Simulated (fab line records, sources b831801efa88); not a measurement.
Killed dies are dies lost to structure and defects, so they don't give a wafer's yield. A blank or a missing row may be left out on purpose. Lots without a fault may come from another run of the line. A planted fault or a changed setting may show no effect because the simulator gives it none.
Problem report in the 8D (eight disciplines) form, filled by code | flow sfq_line | the parts of the form that need people (team, actions taken, sign-off) are left out

1. THE PROBLEM
thk_nm at SFQ_TRILAYER_I7_METRO_MEASURE_185 reads a mean of 179.3 nm on 1 wafer of 1 lot; wafers without a fault read 200.2 nm with a standard deviation of 0.95. That is -22 standard deviations from the usual mean.
First seen on wafer L515.3, day 79 02:45, on film_metro-04. The record holds 39 wafers of 13 lots with a number at this step. Rule for "out", or "out of limits": more than 4 standard deviations from the usual mean. The other wafers with a number count as sound.

2. WHAT IT IS AND WHAT IT IS NOT
question                    | is                | is not
which readings at this step | thk_nm            | -
which lots                  | L515              | L504, L505, L506, L507, L511, L512, L514, L517, L524, L525, L526, L527
which wafers of those lots  | L515.3            | L515.4, L515.6
read on which tools         | film_metro-04     | film_metro-01, film_metro-03
when                        | from day 79 02:45 | up to then (23 sound wafers); but 15 sound wafers of L517, L524, L525, L526, L527 came after

3. SUSPECTS, AND WHAT RULES EACH OUT
Counting: a tool at a process step up to the reading stays a suspect if it ran every lot that is out. Sound lots after the first of them don't rule it out here, since some wafers of a struck lot are sound.
- cmp-02 at SFQ_TRILAYER_A5B_CMP_CMP_130 (polishes, stops on Nb, target thk 340.7 nm): kept. It ran the lot that is out, L515 (day 66 07:21); its last sound lot up to then is L512 (day 65 18:37).
- rie_metal-01 at SFQ_TRILAYER_M7_STRIP_STRIP_181 (strips in O2): kept. It ran the lot that is out, L515 (day 78 03:38); its last sound lot up to then is L512 (day 77 16:35).
- cmp-01 at SFQ_TRILAYER_I7_CMP_CMP_184 (polishes SiO2): kept. It ran the lot that is out, L515 (day 78 18:51); its last sound lot up to then is L514 (day 78 13:21).
- film_metro-04 at SFQ_TRILAYER_I7_METRO_MEASURE_185: kept. It ran the lot that is out, L515 (day 79 02:45); its last sound lot up to then is L507 (day 77 21:53). Its own readings are out on those wafers: thk_nm.
- Within cmp-02 at SFQ_TRILAYER_A5B_CMP_CMP_130: the wafers that are out ran in chamber 0; their sound lot-mates ran in chambers 1, 3.
Left after counting: cmp-02 at SFQ_TRILAYER_A5B_CMP_CMP_130, rie_metal-01 at SFQ_TRILAYER_M7_STRIP_STRIP_181, cmp-01 at SFQ_TRILAYER_I7_CMP_CMP_184, film_metro-04 at SFQ_TRILAYER_I7_METRO_MEASURE_185.

4. THE CAUSE (what the simulator had put in)
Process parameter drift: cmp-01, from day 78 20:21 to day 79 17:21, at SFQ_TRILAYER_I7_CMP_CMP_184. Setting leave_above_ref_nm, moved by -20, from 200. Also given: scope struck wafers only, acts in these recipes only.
Counting left 4 suspects, and this tool is among them.

5. THE CHAIN OF EFFECTS, in route order
Each row: a reading whose mean over the struck wafers that have a number lies more than 3 standard deviations from the usual. Only readings for which the record gives a usual standard deviation are gone through. hours: the time from each lot's start at the first step in this table that gives one to its start at this step, as a median over the lots. sigmas: the change in usual standard deviations.
hours | step                                  | reading        | usual      | on struck wafers | change | sigmas
0     | SFQ_TRILAYER_I7_METRO_MEASURE_185     | thk_nm         | 200.2 nm   | 179.3            | -20.9  | -22
80    | SFQ_TRILAYER_I7_VIA_ETCH_VIA_ETCH_190 | oes_product_au | 0.854 a.u. | 0.796            | -0.058 | -12
The process steps in it:
- SFQ_TRILAYER_I7_METRO_MEASURE_185
- SFQ_TRILAYER_I7_VIA_ETCH_VIA_ETCH_190: etches SiO2 in CHF3, stops on Nb, target depth 260 nm.

6. WHAT WOULD HAVE CAUGHT IT SOONER
In this record the first reading out of limits was taken at day 79 02:45, 6 hours after the fault began at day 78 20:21.
Of the tool readings at SFQ_TRILAYER_I7_CMP_CMP_184 for which the record gives a usual standard deviation, none was out on any struck wafer, so an alarm limit of 4 standard deviations on them would not have fired.
All the lots that are out (1) had begun SFQ_TRILAYER_I7_CMP_CMP_184 on cmp-01 by day 79 02:45. A hold on the tool at that time would have spared none of them.
